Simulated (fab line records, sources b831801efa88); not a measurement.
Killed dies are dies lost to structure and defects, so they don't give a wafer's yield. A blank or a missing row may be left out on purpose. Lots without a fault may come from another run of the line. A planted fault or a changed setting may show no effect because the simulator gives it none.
fab line records | flow sky130
record lots=5 wafers=15 last_day=49
route steps=708 shown VT_ADJUST_LVTN@105 VT_ADJUST_NCORE@119 VT_ADJUST_HVTR@131 VT_ADJUST_PCH@143 PAD_OPEN@708
lots that met no fault: from a run of the same line without faults
start_h: hours from the record's first day to the start of the lot's first wafer shown | wait_h: hours since the lot's step before | " the same as in the row above | L1.1+2: a row that stands for several wafers | - no value, or no start given | * or withheld: withheld | < > ~ a bound
route shown NAME@n: a module of which the file shows steps, and the number in the route of the first | usual: mean/standard deviation of fault-free wafers | same: alike in all rows | chamber/n: place in a boat | sites: the reading at each site | _std_site: their standard deviation | _edge_site: outer sites' mean less inner sites' | radius_mm: how far each site lies from the wafer's centre | mask NAME#n: copy n | behind: the tool/chamber that last shaped the wafer | hold: why the lot was held/for how many hours/how that ended | device: the transistor (n, p or np) that didn't switch | end of line: the same wafers' tests at the end of the route | a step without rows: its recipe alone | killed: dies lost to structure and defects at the first sort, not the wafer's yield | map: a wafer's dies, x killed, . not, _ none there
set.NAME: the setting as run; set.NAME@STEP: as run at that earlier step | model.NAME: the simulator's own value behind a step, which no gauge read
lots at some steps of the route; a table a step, a row a wafer
services: from which hour (start_h, from the record's first day; less than 0 if before it) a tool's chamber was out of use, for how many hours, and why
## steps
# step SKY_VT_ADJUST_LVTN_IMPLANT_08
# recipe species=B energy_kev=30 dose_cm2=1.57e+12 tilt_deg=withheld
# step SKY_VT_ADJUST_LVTN_STRIP_09
# recipe chemistry=O2/N2 power_w=1400 pressure_mtorr=1500 platen_temp_c=withheld o2_flow_sccm=3000 n2_flow_sccm=300 overash_fraction=0.5
# usual drypump_motor_current_A=5.6/0.44 o2_flow_sccm=2998/9 oes_product_au=0.722/0.0041 strip_time_to_endpoint_s=36.93/0.11
# columns lot.wafer tool chamber start_h wait_h drypump_motor_current_A o2_flow_sccm oes_product_au rf_hours_counter_h strip_time_to_endpoint_s
L844.1 plasma_asher-02 1 145.04 0.1 5.6 2993 0.724 48 37.03
L844.2 " 0 " " 5.7 2999 0.712 48 37.03
L844.6 " 1 " " 5.7 2979 0.716 - 37.00
L848.3 plasma_asher-02 1 176.03 0.1 5.7 2987 0.722 - 36.88
L848.5 " 1 " " 5.7 2991 0.721 - 36.91
L848.6 " 0 " " 5.7 3006 0.727 - 36.99
L852.1 plasma_asher-02 1 199.05 0.1 5.7 2998 0.723 53 36.90
L852.3 " 0 " " 5.7 3006 0.723 - 36.89
L852.6 " 0 " " 5.7 2999 0.728 - 36.92
L863.1 plasma_asher-03 1 273.80 0.1 6.0 2985 0.722 59 36.89
L863.2 " 0 " " 4.9 2996 0.725 59 36.70
L863.6 " 0 " " 4.9 2987 0.722 - 36.81
L864.1 plasma_asher-02 0 279.39 0.1 5.7 3019 0.722 61 36.99
L864.3 " 0 " " 5.7 3008 0.731 - 36.87
L864.5 " 1 " " 5.7 2989 0.719 - 36.90
# step SKY_VT_ADJUST_LVTN_TW_MEAS_10
# usual VT_ADJUST_LVTN_TW=241.0/2.6
# columns lot.wafer tool chamber start_h wait_h VT_ADJUST_LVTN_TW
L844.1 film_metro-01 - 145.14 0.1 242.3
L844.2 " - " " 242.8
L844.6 " - " " 241.6
L848.3 film_metro-04 - 176.11 0.1 243.9
L848.5 " - " " 243.6
L848.6 " - " " 244.3
L852.1 film_metro-03 - 199.15 0.1 236.9
L852.3 " - " " 237.2
L852.6 " - " " 235.8
L863.1 film_metro-03 - 273.90 0.1 236.5
L863.2 " - " " 237.0
L863.6 " - " " 236.2
L864.1 film_metro-01 - 279.49 0.1 238.6
L864.3 " - " " 240.5
L864.5 " - " " 240.9
# step SKY_VT_ADJUST_LVTN_DEHYDRATE_11
# recipe temp_c=200 time_s=60
# step SKY_VT_ADJUST_LVTN_HMDS_12
# recipe prime_time_s=60 prime_temp_c=120
# step SKY_VT_ADJUST_LVTN_COAT_13
# recipe resist=NOVOLAK spin_rpm=3000 resist_thk_nm=1140
# step SKY_VT_ADJUST_LVTN_SOFTBAKE_14
# recipe temp_c=90 time_s=60 resist=NOVOLAK
# step SKY_VT_ADJUST_LVTN_EXPOSE_15
# recipe mask_id=HVN_STD_DERIVED na=0.6 source_shape=conventional sigma_outer=0.6 polarization=unpolarized target_cd_nm=600 dose_mj=163
# step SKY_VT_ADJUST_LVTN_PEB_16
# recipe temp_c=withheld time_s=* resist=NOVOLAK
# step SKY_VT_ADJUST_LVTN_DEVELOP_17
# recipe resist=NOVOLAK developer=TMAH develop_time_s=60 dev_temp_c=23
# step SKY_VT_ADJUST_LVTN_OVL_MEAS_18
# usual VT_ADJUST_LVTN_01_OVL=-0.8/1.6
# columns lot.wafer tool chamber start_h wait_h VT_ADJUST_LVTN_01_OVL[nm]
L844.1 overlay-01 - 165.07 0.1 0.5
L844.2 " - " " 1.1
L844.6 " - " " 1.9
L848.3 overlay-01 - 196.48 0.1 1.2
L848.5 " - " " 0.1
L848.6 " - " " -0.1
L852.1 overlay-01 - 221.77 0.1 -1.7
L852.3 " - " " -1.9
L852.6 " - " " -0.8
L863.1 overlay-01 - 299.12 0.1 -1.1
L863.2 " - " " -2.7
L863.6 " - " " -1.7
L864.1 overlay-01 - 304.06 0.1 -0.4
L864.3 " - " " -1.1
L864.5 " - " " -0.5
# step SKY_VT_ADJUST_LVTN_IMPLANT_19
# recipe species=B energy_kev=30 dose_cm2=6.5e+11 tilt_deg=withheld
# step SKY_VT_ADJUST_LVTN_STRIP_20
# recipe chemistry=O2/N2 power_w=1400 pressure_mtorr=1500 platen_temp_c=withheld o2_flow_sccm=3000 n2_flow_sccm=300 overash_fraction=0.5
# usual drypump_motor_current_A=5.5/0.56 o2_flow_sccm=3001/9.4 oes_product_au=0.716/0.0043 strip_time_to_endpoint_s=14.17/0.031
# columns lot.wafer tool chamber start_h wait_h drypump_motor_current_A o2_flow_sccm oes_product_au rf_hours_counter_h strip_time_to_endpoint_s
L844.1 plasma_asher-02 1 165.25 0.1 5.7 2994 0.712 50 14.20
L844.2 " 0 " " 5.7 3016 0.708 50 14.22
L844.6 " 0 " " 5.7 3012 0.715 - 14.19
L848.3 plasma_asher-01 0 196.69 0.1 4.7 2998 0.715 - 14.18
L848.5 " 1 " " 6.3 2995 0.716 - 14.20
L848.6 " 0 " " 4.7 3003 0.711 - 14.13
L852.1 plasma_asher-02 0 221.95 0.1 5.7 2977 0.717 56 14.15
L852.3 " 0 " " 5.7 2983 0.716 - 14.13
L852.6 " 0 " " 5.7 2985 0.713 - 14.15
L863.1 plasma_asher-01 1 299.30 0.1 6.3 2997 0.706 18 14.12
L863.2 " 0 " " 4.7 3015 0.709 18 14.13
L863.6 " 0 " " 4.7 3010 0.719 - 14.13
L864.1 plasma_asher-01 1 304.25 0.1 6.2 2983 0.714 19 14.18
L864.3 " 0 " " 4.7 3004 0.716 - 14.20
L864.5 " 0 " " 4.7 3000 0.713 - 14.18
# step SKY_VT_ADJUST_LVTN_TW_MEAS_21
# usual VT_ADJUST_LVTN_2_TW=187.6/2.7
# columns lot.wafer tool chamber start_h wait_h VT_ADJUST_LVTN_2_TW
L844.1 film_metro-04 - 165.35 0.1 190.2
L844.2 " - " " 191.3
L844.6 " - " " 191.4
L848.3 film_metro-01 - 196.77 0.1 187.3
L848.5 " - " " 187.5
L848.6 " - " " 188.3
L852.1 film_metro-01 - 222.05 0.1 188.6
L852.3 " - " " 187.6
L852.6 " - " " 188.8
L863.1 film_metro-03 - 299.40 0.1 185.2
L863.2 " - " " 184.6
L863.6 " - " " 184.4
L864.1 film_metro-04 - 304.35 0.1 189.8
L864.3 " - " " 190.2
L864.5 " - " " 190.5
# step SKY_VT_ADJUST_NCORE_DEHYDRATE_00
# recipe temp_c=200 time_s=60
# step SKY_VT_ADJUST_NCORE_HMDS_01
# recipe prime_time_s=60 prime_temp_c=120
# step SKY_VT_ADJUST_NCORE_COAT_02
# recipe resist=NOVOLAK spin_rpm=3000 resist_thk_nm=1140
# step SKY_VT_ADJUST_NCORE_SOFTBAKE_03
# recipe temp_c=90 time_s=60 resist=NOVOLAK
# step SKY_VT_ADJUST_NCORE_EXPOSE_04
# recipe mask_id=LVTN_COMPLEMENT_THIN na=0.6 source_shape=conventional sigma_outer=0.6 polarization=unpolarized target_cd_nm=380 dose_mj=139
# step SKY_VT_ADJUST_NCORE_PEB_05
# recipe temp_c=withheld time_s=* resist=NOVOLAK
# step SKY_VT_ADJUST_NCORE_DEVELOP_06
# recipe resist=NOVOLAK developer=TMAH develop_time_s=60 dev_temp_c=23
# step SKY_VT_ADJUST_NCORE_CD_MEAS_07
# recipe target_cd_nm=380
# usual cd_nm=380.3/2.1
# columns lot.wafer tool chamber start_h wait_h cd_nm
L844.1 cd_sem-02 - 186.12 0.1 380.5
L844.2 " - " " 382.0
L844.6 " - " " 381.6
L848.3 cd_sem-02 - 218.26 0.1 380.9
L848.5 " - " " 382.2
L848.6 " - " " 380.3
L852.1 cd_sem-01 - 244.67 0.1 379.4
L852.3 " - " " 379.2
L852.6 " - " " 380.9
L863.1 cd_sem-02 - 324.87 0.1 381.8
L863.2 " - " " 380.4
L863.6 " - " " 383.9
L864.1 cd_sem-02 - 330.37 0.1 385.0
L864.3 " - " " 383.9
L864.5 " - " " 385.6
# step SKY_VT_ADJUST_NCORE_OVL_MEAS_08
# usual VT_ADJUST_NCORE_OVL=-1.3/1.3
# columns lot.wafer tool chamber start_h wait_h VT_ADJUST_NCORE_OVL[nm]
L844.1 overlay-01 - 186.24 0.1 -1.2
L844.2 " - " " -0.7
L844.6 " - " " -0.3
L848.3 overlay-02 - 218.35 0.1 -2.4
L848.5 " - " " -1.9
L848.6 " - " " -3.1
L852.1 overlay-01 - 244.79 0.1 0.2
L852.3 " - " " -0.9
L852.6 " - " " -1.2
L863.1 overlay-01 - 324.99 0.1 0.4
L863.2 " - " " -1.0
L863.6 " - " " 0.2
L864.1 overlay-02 - 330.49 0.1 0.3
L864.3 " - " " -0.5
L864.5 " - " " 0.7
# step SKY_VT_ADJUST_NCORE_IMPLANT_09
# recipe species=B energy_kev=10 dose_cm2=2.4e+12 tilt_deg=withheld
# step SKY_VT_ADJUST_NCORE_STRIP_10
# recipe chemistry=O2/N2 power_w=1400 pressure_mtorr=1500 platen_temp_c=withheld o2_flow_sccm=3000 n2_flow_sccm=300 overash_fraction=0.5
# usual drypump_motor_current_A=5.9/0.77 o2_flow_sccm=2999/9 oes_product_au=0.716/0.0043 strip_time_to_endpoint_s=14.17/0.034
# columns lot.wafer tool chamber start_h wait_h drypump_motor_current_A o2_flow_sccm oes_product_au rf_hours_counter_h strip_time_to_endpoint_s
L844.1 plasma_asher-01 1 186.42 0.1 6.2 2981 0.720 6 14.18
L844.2 " 0 " " 4.7 2993 0.719 6 14.13
L844.6 " 1 " " 6.2 2990 0.714 - 14.14
L848.3 plasma_asher-04 1 218.56 0.1 6.7 3003 0.716 - 14.22
L848.5 " 0 " " 6.6 3001 0.715 - 14.21
L848.6 " 1 " " 6.7 2996 0.714 - 14.19
L852.1 plasma_asher-04 0 244.98 0.1 6.6 2983 0.715 41 14.17
L852.3 " 0 " " 6.6 2991 0.720 - 14.19
L852.6 " 0 " " 6.6 3008 0.712 - 14.22
L863.1 plasma_asher-04 1 325.17 0.1 6.7 2991 0.717 50 14.14
L863.2 " 0 " " 6.6 3008 0.715 50 14.13
L863.6 " 0 " " 6.6 3003 0.715 - 14.11
L864.1 plasma_asher-01 0 330.67 0.1 4.7 2992 0.711 22 14.15
L864.3 " 1 " " 6.3 3009 0.721 - 14.19
L864.5 " 1 " " 6.3 3014 0.713 - 14.15
# step SKY_VT_ADJUST_NCORE_TW_MEAS_11
# usual VT_ADJUST_NCORE_TW=219/3.2
# columns lot.wafer tool chamber start_h wait_h VT_ADJUST_NCORE_TW
L844.1 film_metro-04 - 186.52 0.1 222
L844.2 " - " " 221
L844.6 " - " " 222
L848.3 film_metro-04 - 218.64 0.1 221
L848.5 " - " " 222
L848.6 " - " " 221
L852.1 film_metro-04 - 245.08 0.1 221
L852.3 " - " " 221
L852.6 " - " " 221
L863.1 film_metro-02 - 325.27 0.1 221
L863.2 " - " " 221
L863.6 " - " " 223
L864.1 film_metro-03 - 330.77 0.1 217
L864.3 " - " " 216
L864.5 " - " " 217
# step SKY_VT_ADJUST_HVTR_DEHYDRATE_00
# recipe temp_c=200 time_s=60
# step SKY_VT_ADJUST_HVTR_HMDS_01
# recipe prime_time_s=60 prime_temp_c=120
# step SKY_VT_ADJUST_HVTR_COAT_02
# recipe resist=NOVOLAK spin_rpm=3000 resist_thk_nm=1140
# step SKY_VT_ADJUST_HVTR_SOFTBAKE_03
# recipe temp_c=90 time_s=60 resist=NOVOLAK
# step SKY_VT_ADJUST_HVTR_EXPOSE_04
# recipe mask_id=HVTRM target_cd_nm=380 na=0.6 source_shape=conventional sigma_outer=0.6 dose_mj=150
# step SKY_VT_ADJUST_HVTR_PEB_05
# recipe temp_c=withheld time_s=* resist=NOVOLAK
# step SKY_VT_ADJUST_HVTR_DEVELOP_06
# recipe develop_time_s=60 dev_temp_c=23
# step SKY_VT_ADJUST_HVTR_CD_MEAS_07
# recipe target_cd_nm=380
# usual cd_nm=380.5/2.5
# columns lot.wafer tool chamber start_h wait_h cd_nm
L844.1 cd_sem-01 - 207.46 0.1 379.3
L844.2 " - " " 380.7
L844.6 " - " " 381.3
L848.3 cd_sem-01 - 240.76 0.1 378.2
L848.5 " - " " 379.1
L848.6 " - " " 380.0
L852.1 cd_sem-01 - 269.37 0.1 383.8
L852.3 " - " " 383.2
L852.6 " - " " 380.3
L863.1 cd_sem-01 - 352.31 0.1 381.0
L863.2 " - " " 381.1
L863.6 " - " " 379.4
L864.1 cd_sem-01 - 358.06 0.1 378.7
L864.3 " - " " 376.0
L864.5 " - " " 378.7
# step SKY_VT_ADJUST_HVTR_OVL_MEAS_08
# usual VT_ADJUST_HVTR_OVL=0.1/1.2
# columns lot.wafer tool chamber start_h wait_h VT_ADJUST_HVTR_OVL[nm]
L844.1 overlay-02 - 207.58 0.1 1.1
L844.2 " - " " 1.2
L844.6 " - " " -0.5
L848.3 overlay-01 - 240.85 0.1 0.4
L848.5 " - " " 0.5
L848.6 " - " " 0.8
L852.1 overlay-01 - 269.49 0.1 0.1
L852.3 " - " " 0.8
L852.6 " - " " -0.1
L863.1 overlay-02 - 352.43 0.1 0.6
L863.2 " - " " -0.4
L863.6 " - " " -0.2
L864.1 overlay-01 - 358.18 0.1 -0.1
L864.3 " - " " 1.6
L864.5 " - " " 0.5
# step SKY_VT_ADJUST_HVTR_IMPLANT_09
# recipe species=B energy_kev=10 dose_cm2=2.1e+12 tilt_deg=withheld
# step SKY_VT_ADJUST_HVTR_STRIP_10
# recipe chemistry=O2/N2 power_w=1400 pressure_mtorr=1500 platen_temp_c=withheld o2_flow_sccm=3000 n2_flow_sccm=300 overash_fraction=0.5
# usual drypump_motor_current_A=5.7/0.6 o2_flow_sccm=3001/9.2 oes_product_au=0.715/0.0049 strip_time_to_endpoint_s=14.16/0.039
# columns lot.wafer tool chamber start_h wait_h drypump_motor_current_A o2_flow_sccm oes_product_au rf_hours_counter_h strip_time_to_endpoint_s
L844.1 plasma_asher-03 1 207.77 0.1 6.0 2996 0.717 52 14.09
L844.2 " 0 " " 4.9 3005 0.709 52 14.14
L844.6 " 1 " " 6.0 2980 0.722 - 14.14
L848.3 plasma_asher-02 1 241.06 0.1 5.7 2998 0.724 - 14.19
L848.5 " 0 " " 5.7 2998 0.713 - 14.18
L848.6 " 1 " " 5.7 2994 0.717 - 14.16
L852.1 plasma_asher-03 0 269.68 0.1 4.9 2995 0.712 59 14.13
L852.3 " 0 " " 4.9 2997 0.711 - 14.11
L852.6 " 0 " " 4.9 3012 0.708 - 14.08
L863.1 plasma_asher-04 0 352.61 0.1 6.6 2992 0.718 52 14.19
L863.2 " 1 " " 6.7 2994 0.722 52 14.18
L863.6 " 0 " " 6.6 2989 0.711 - 14.19
L864.1 plasma_asher-02 0 358.46 0.1 5.7 3016 0.712 69 14.25
L864.3 " 1 " " 5.7 2995 0.723 - 14.22
L864.5 " 1 " " 5.7 2997 0.720 - 14.21
# step SKY_VT_ADJUST_HVTR_TW_MEAS_11
# usual VT_ADJUST_HVTR_TW=212.2/1.6
# columns lot.wafer tool chamber start_h wait_h VT_ADJUST_HVTR_TW
L844.1 film_metro-02 - 207.87 0.1 211.6
L844.2 " - " " 212.3
L844.6 " - " " 211.5
L848.3 film_metro-04 - 241.15 0.1 210.6
L848.5 " - " " 211.5
L848.6 " - " " 212.4
L852.1 film_metro-01 - 269.78 0.1 209.5
L852.3 " - " " 209.6
L852.6 " - " " 210.0
L863.1 film_metro-04 - 352.71 0.1 214.6
L863.2 " - " " 215.1
L863.6 " - " " 214.1
L864.1 film_metro-04 - 358.56 0.1 213.1
L864.3 " - " " 213.7
L864.5 " - " " 213.8
# step SKY_VT_ADJUST_PCH_DEHYDRATE_00
# recipe temp_c=200 time_s=60
# step SKY_VT_ADJUST_PCH_HMDS_01
# recipe prime_time_s=60 prime_temp_c=120
# step SKY_VT_ADJUST_PCH_COAT_02
# recipe spin_rpm=2000 resist_thk_nm=3000
# step SKY_VT_ADJUST_PCH_SOFTBAKE_03
# recipe temp_c=110 time_s=withheld
# step SKY_PAD_OPEN_PROBE_99
# usual killed_at_M0_to_M3=43/6.7 killed_at_M4_up=3.2/1.9 killed_at_contacts=24/5.9 killed_at_front_end=15/4.1 killed_at_other=0.3/0.56 killed_dies=86/9.5 killed_open=47/7.4 killed_short=39/5.5
# same gross_dies=492 killed_at_back_side=0
# columns lot.wafer tool chamber start_h wait_h hold killed_at_M0_to_M3 killed_at_M4_up killed_at_contacts killed_at_front_end killed_at_other killed_dies killed_open killed_short
L844.1 prober-02 - 1074.76 0.1 - 40 2 33 15 0 90 49 41
L844.2 prober-02 - 1074.81 0.1 - 48 4 24 14 1 91 52 39
L844.6 prober-02 - 1075.01 0.2 - 36 5 31 11 0 83 41 42
L848.3 prober-02 - 1117.67 0.2 - 52 1 27 14 2 96 55 41
L848.5 prober-02 - 1117.77 0.2 - 39 4 25 12 0 80 37 43
L848.6 prober-02 - 1117.82 0.2 - 49 2 24 16 0 91 52 39
L852.1 prober-01 - 1131.63 0.1 await_dispo/8.7h/release 45 4 11 51 0 111 37 34
L852.3 prober-01 - 1131.73 0.2 await_dispo/8.7h/release 44 7 22 50 1 124 50 41
L852.6 prober-01 - 1131.88 0.2 await_dispo/8.7h/release 31 4 21 49 0 105 40 32
L863.1 prober-01 - 1184.94 0.1 - 38 3 23 28 0 92 51 41
L863.2 prober-01 - 1184.99 0.1 - 42 6 20 11 0 79 41 38
L863.6 prober-01 - 1185.19 0.2 - 48 3 19 15 0 85 47 38
L864.1 prober-02 - 1186.87 0.1 - 46 1 22 10 0 79 40 39
L864.3 prober-02 - 1186.97 0.2 - 47 1 22 10 1 81 44 37
L864.5 prober-02 - 1187.07 0.2 - 46 2 32 12 1 93 48 45
# killed by level:class
L844.1 CONTACT:geometric_particle:open=14 LI_CONTACT:geometric_particle:open=10 VIA2:geometric_particle:open=8 VIA1:geometric_particle:open=7 METAL1:geometric_particle:short=6 VIA1:geometric_particle:short=5 POLY_GATE:geometric_particle:short=4 METAL2:geometric_particle:short=4
L844.2 VIA2:geometric_particle:open=14 CONTACT:geometric_particle:open=10 VIA1:geometric_particle:open=9 VIA3:geometric_particle:open=9 FIELD_ISO:geometric_particle:short=6 LI_CONTACT:geometric_particle:open=5 CONTACT:geometric_particle:short=5 VIA2:geometric_particle:short=5
L844.6 CONTACT:geometric_particle:open=14 VIA1:geometric_particle:open=9 VIA1:geometric_particle:short=7 METAL2:geometric_particle:short=6 LOCAL_INTERCONNECT:geometric_particle:short=5 CONTACT:geometric_particle:short=5 LI_CONTACT:geometric_particle:open=4 VIA3:geometric_particle:open=4
L848.3 VIA1:geometric_particle:open=14 CONTACT:geometric_particle:open=12 VIA2:geometric_particle:open=7 LI_CONTACT:geometric_particle:open=6 METAL1:geometric_particle:short=6 CONTACT:geometric_particle:short=5 METAL2:geometric_particle:short=5 VIA1:geometric_particle:short=4
L848.5 CONTACT:geometric_particle:short=8 METAL2:geometric_particle:short=8 VIA2:geometric_particle:open=7 VIA1:geometric_particle:open=7 LI_CONTACT:geometric_particle:open=6 LOCAL_INTERCONNECT:geometric_particle:short=5 CONTACT:geometric_particle:open=5 VIA3:geometric_particle:open=5
L848.6 CONTACT:geometric_particle:open=11 VIA1:geometric_particle:open=10 VIA3:geometric_particle:open=9 METAL1:geometric_particle:short=8 FIELD_ISO:geometric_particle:short=5 LOCAL_INTERCONNECT:geometric_particle:short=5 VIA1:geometric_particle:short=5 VIA2:geometric_particle:open=5
L852.1 VT_ADJUST_LVTN:unspecified=40 VIA1:geometric_particle:open=9 METAL1:geometric_particle:short=7 VIA2:geometric_particle:open=7 METAL2:geometric_particle:short=5 VIA3:geometric_particle:open=5 POLY_GATE:geometric_particle:open=4 CONTACT:geometric_particle:open=4
L852.3 VT_ADJUST_LVTN:unspecified=32 VIA2:geometric_particle:open=10 CONTACT:geometric_particle:open=8 FIELD_ISO:geometric_particle:open=7 VIA1:geometric_particle:open=7 VIA3:geometric_particle:open=6 METAL4:geometric_particle:short=6 LOCAL_INTERCONNECT:geometric_particle:short=5
L852.6 VT_ADJUST_LVTN:unspecified=32 VIA1:geometric_particle:open=8 CONTACT:geometric_particle:open=8 FIELD_ISO:geometric_particle:open=6 LI_CONTACT:geometric_particle:open=5 CONTACT:geometric_particle:short=5 VIA1:geometric_particle:short=4 VIA2:geometric_particle:open=4
L863.1 FIELD_ISO:geometric_particle:short=9 POLY_GATE:geometric_particle:open=9 VIA2:geometric_particle:open=8 LOCAL_INTERCONNECT:geometric_particle:short=6 CONTACT:geometric_particle:open=6 VIA1:geometric_particle:open=6 FIELD_ISO:geometric_particle:open=5 LI_CONTACT:geometric_particle:open=5
L863.2 VIA3:geometric_particle:open=7 VIA1:geometric_particle:open=7 VIA2:geometric_particle:open=7 LI_CONTACT:geometric_particle:open=6 METAL4:geometric_particle:short=5 METAL1:geometric_particle:short=5 CONTACT:geometric_particle:short=5 CONTACT:geometric_particle:open=5
L863.6 VIA1:geometric_particle:open=12 VIA2:geometric_particle:open=10 LOCAL_INTERCONNECT:geometric_particle:short=6 FIELD_ISO:geometric_particle:short=5 VIA1:geometric_particle:short=5 CONTACT:geometric_particle:open=4 METAL2:geometric_particle:short=4 VIA3:geometric_particle:open=4
L864.1 VIA2:geometric_particle:short=8 LI_CONTACT:geometric_particle:open=8 METAL1:geometric_particle:short=8 VIA2:geometric_particle:open=7 CONTACT:geometric_particle:open=6 VIA1:geometric_particle:short=5 VIA1:geometric_particle:open=5 VIA3:geometric_particle:open=5
L864.3 VIA1:geometric_particle:open=10 VIA3:geometric_particle:open=10 CONTACT:geometric_particle:open=6 LI_CONTACT:geometric_particle:open=5 METAL1:geometric_particle:short=5 VIA1:geometric_particle:short=5 FIELD_ISO:geometric_particle:short=4 METAL2:geometric_particle:short=4
L864.5 LI_CONTACT:geometric_particle:open=11 METAL1:geometric_particle:short=8 VIA2:geometric_particle:open=8 CONTACT:geometric_particle:short=7 VIA1:geometric_particle:open=7 CONTACT:geometric_particle:open=6 POLY_GATE:geometric_particle:short=5 METAL3:geometric_particle:short=5
# map L852.3 (x killed, . not)
__________....xxx..._________
________........xxx.x._______
______.x...........x...._____
_____x........x......x...____
____.xx..x..x.....x.......___
___.....x....x...x..x..xx..__
__..x.x.xx.................._
_xx.xx.x.....xx....x........x
_.x.....x.......xx.....x..xxx
_............x....x..xxxxxxxx
_...xx....x..xxx.......xxxxxx
_....xx.....x.xx.......xxxxxx
_..........xxx....x.....xxxxx
_.....xx...x...........xxxxxx
_x.x.x.........x..x.x....xxxx
__.x...x.........x....x..x.._
___.......x.....xx.........__
____x..........x..........___
_____.......x...x........____
______.xx.....x.......x._____
________.x....x......._______
__________x........._________
# map L844.2 (x killed, . not)
__________......x..._________
________.............._______
______x........x.......x_____
_____..................x.____
____.x.x....x..x.....x...x___
___...................x....__
__..x.........x..x.........x_
_..x.........x........xx.....
_......x.x...xx.xx.......x.x.
_..........x.x.....x.x.......
_..x.....x......x...xx...xxx.
_.x...xx....x.....x.........x
_x.x.......x...xx..x.........
_xx...x......x..........x....
_..xx............x....x......
__..x.xx.........xx...x...x._
___...x........x..x.x.x....__
____x..x.......x.....x....___
_____.x...x.xxxx..x......____
______......x..........x_____
________.............._______
__________xxx.x..x.._________
## services
# columns tool chamber start_h hours kind
plasma_asher-03 - 139.97 1.3 repair
plasma_asher-04 - 154.96 2.6 repair
plasma_asher-01 - 261.59 1.9 repair
plasma_asher-03 - 280.30 14.6 pm
plasma_asher-02 - 294.00 2.8 pm
plasma_asher-04 - 326.82 1.9 repair
## key
first_sign step=SKY_PAD_OPEN_PROBE_99 reading=killed_at_front_end direction=up sigmas=8.6 usual=15 struck=50
effect step=SKY_PAD_OPEN_PROBE_99 reading=killed_dies direction=up sigmas=2.9 usual=86 struck=113
met_at SKY_VT_ADJUST_LVTN_STRIP_20
struck_wafers L852.1,L852.3,L852.6
tester_left_out L852
onset_between 165.25 221.95
also_fits SKY_VT_ADJUST_HVTR_STRIP_10:plasma_asher-03
fault kind=chamber_particle_source tool=plasma_asher-02 chamber=0 onset_h=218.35 steps=SKY_VT_ADJUST_LVTN_STRIP_20 rate_per_visit_cm2=0.98492 end_h=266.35
# tester_left_out: of these lots the tester's yield and bins aren't shown, on N5 and GAA mostly nor the transistor test; their killed dies are dies lost to structure and defects alone, not to doping, threshold or leakage, so they don't give the yield
